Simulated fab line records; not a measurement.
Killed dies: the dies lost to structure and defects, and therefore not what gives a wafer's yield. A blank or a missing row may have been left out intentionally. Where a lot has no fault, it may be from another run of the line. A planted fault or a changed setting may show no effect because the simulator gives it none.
Which tool is to blame?    flow gf180mcu    39 wafers from 13 lots sampled at 4 of the route's 602 steps

== WHAT THE GAUGES READ, wafer by wafer ==
GF_DNWELL_TW_MEAS_09. Usual: DNWELL_TW 1338, standard deviation 7.7.
lot   measured     on             DNWELL_TW       flag
L863  day 2 20:26  film metro-04  1336 1332 1331  
L864  day 3 03:53  film metro-01  1329 1341 1331  
L866  day 3 14:58  film metro-04  1342 1349 1344  
L868  day 3 23:10  film metro-01  1331 1323 1337  
L873  day 5 03:38  film metro-02  1335 1332 1331  
L875  day 5 13:13  film metro-02  1334 1327 1328  
L876  day 5 18:26  film metro-04  1336 1330 1336  
L877  day 6 00:20  film metro-04  1190 1182 1190  OFF
L878  day 6 05:05  film metro-01  1197 1194 1187  OFF
L879  day 6 09:20  film metro-01  1344 1338 1334  
L880  day 6 19:25  film metro-04  1348 1347 1352  
L882  day 7 01:22  film metro-02  1341 1342 1343  
L884  day 7 13:22  film metro-02  1341 1347 1340  

GF_NWELL_TW_MEAS_11. Usual: NWELL_TW 1572, standard deviation 12.
lot   measured     on             NWELL_TW        flag
L863  day 3 11:05  film metro-04  1571 1573 1568  
L864  day 3 18:30  film metro-03  1583 1581 1588  
L866  day 4 05:12  film metro-04  1571 1567 1577  
L868  day 4 14:56  film metro-04  1563 1567 1570  
L873  day 5 20:50  film metro-04  1556 1555 1557  
L875  day 6 06:21  film metro-04  1574 1579 1582  
L876  day 6 11:23  film metro-03  1583 1590 1587  
L877  day 6 17:47  film metro-03  1597 1591 1588  
L878  day 6 21:28  film metro-04  1575 1568 1569  
L879  day 7 02:17  film metro-04  1560 1563 1561  
L880  day 7 13:13  film metro-04  1566 1571 1565  
L882  day 7 20:00  film metro-02  1563 1568 1562  
L884  day 8 08:02  film metro-03  1585 1585 1588  

GF_POLY_GATE_OVL_MEAS_11. Usual: POLY_GATE_OVL -3 nm, standard deviation 5.9.
lot   measured      on          POLY_GATE_OVL (nm)  flag
L863  day 10 04:43  overlay-01  -13 -13 -8          
L864  day 10 17:06  overlay-02  -12 -9 -18          
L866  day 11 05:08  overlay-02  4 5 -3              
L868  day 11 22:19  overlay-02  0 -7 -2             
L873  day 13 11:16  overlay-02  -4 -7 -5            
L875  day 13 20:56  overlay-02  -19 -11 -8          
L876  day 14 04:59  overlay-02  3 -6 3              
L877  day 14 15:10  overlay-01  -6 -7 -8            
L878  day 14 18:07  overlay-01  1 -4 -2             
L879  day 14 23:15  overlay-02  -4 -6 4             
L880  day 15 14:08  overlay-02  0 5 -10             
L882  day 15 21:01  overlay-02  -3 -2 7             
L884  day 16 12:02  overlay-02  -7 2 0              

== TOOL THAT RAN EACH LOT (tool first, then ch and the chambers of the sampled wafers, then the start) ==
lot   GF_DNWELL_IMPLANT_07
L863  implanter-02 ch 0, day 2 20:12
L864  implanter-01 ch 0, day 3 03:40
L866  implanter-02 ch 0, day 3 14:43
L868  implanter-01 ch 0, day 3 22:55
L873  implanter-02 ch 0, day 5 03:23
L875  implanter-01 ch 0, day 5 12:58
L876  implanter-01 ch 0, day 5 18:11
L877  implanter-01 ch 0, day 6 00:06
L878  implanter-01 ch 0, day 6 04:50
L879  implanter-04 ch 0, day 6 09:07
L880  implanter-04 ch 0, day 6 19:10
L882  implanter-04 ch 0, day 7 01:07
L884  implanter-04 ch 0, day 7 13:07
- GF_DNWELL_IMPLANT_07

== WHAT THE TOOLS THEMSELVES READ (means of the sampled wafers that have a number; where no wafer has one, the mark that the record gives instead) ==
GF_DNWELL_IMPLANT_07. Usual: dose ions cm2 1e+13, standard deviation 1.1e+10; faraday current uA 56.3, standard deviation 1.2.
lot   tool          dose ions cm2  faraday current uA  flag
L863  implanter-02  1e+13          57.6                
L864  implanter-01  1e+13          55.3                
L866  implanter-02  1e+13          56.5                
L868  implanter-01  1e+13          56.4                
L873  implanter-02  1e+13          56.9                
L875  implanter-01  1e+13          56.1                
L876  implanter-01  1e+13          56.2                
L877  implanter-01  7e+12          38.7                OFF
L878  implanter-01  7e+12          39.1                OFF
L879  implanter-04  1e+13          55.0                
L880  implanter-04  1e+13          56.7                
L882  implanter-04  1e+13          56.0                
L884  implanter-04  1e+13          56.6                

== THE ANSWER, worked out from the rows above alone ==
Rule: take the mean of a lot's wafers that have a number; if it is more than 3 standard deviations from the usual mean, the lot is off. Also off: a lot with no number at a reading for which 4 or more lots have one. The other lots that the step has rows for count as sound. After the gauges, taken in route order, come the tools' own readings; for these a lot's mean is taken, as printed above. At the first step where some lot is off, the reading lying furthest off is the one used; lots without a number count as furthest.
Off: L877, L878, at GF_DNWELL_TW_MEAS_09 (DNWELL_TW).
A tool fits if, at a process step before that reading, it ran every lot that is off, and no sound lot after the first of them. Not tried: the gauges at GF_DNWELL_TW_MEAS_09; whatever is off there is also off at GF_DNWELL_IMPLANT_07, on other tools, and gauge error can't account for it. One fits: implanter-01 at GF_DNWELL_IMPLANT_07. Its last sound lot is L876 (day 5 18:11), its first lot that is off L877 (day 6 00:06): a fault that began between those two fits.
The tool's own readings at GF_DNWELL_IMPLANT_07 bear it out: on the lots that are off they differ by more than 5 times the standard deviation of the sound lots' means. dose ions cm2 reads 7e+12 there against 1e+13 on the sound lots; faraday current uA reads 38.9 there against 56.3 on the sound lots.

== WHAT HAD BEEN PUT IN BY THE SIMULATOR ==
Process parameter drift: implanter-01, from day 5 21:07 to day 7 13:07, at GF_DNWELL_IMPLANT_07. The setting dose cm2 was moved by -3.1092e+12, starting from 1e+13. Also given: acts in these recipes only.
Struck lots among those shown: L877, L878. This agrees with what the rule above found.
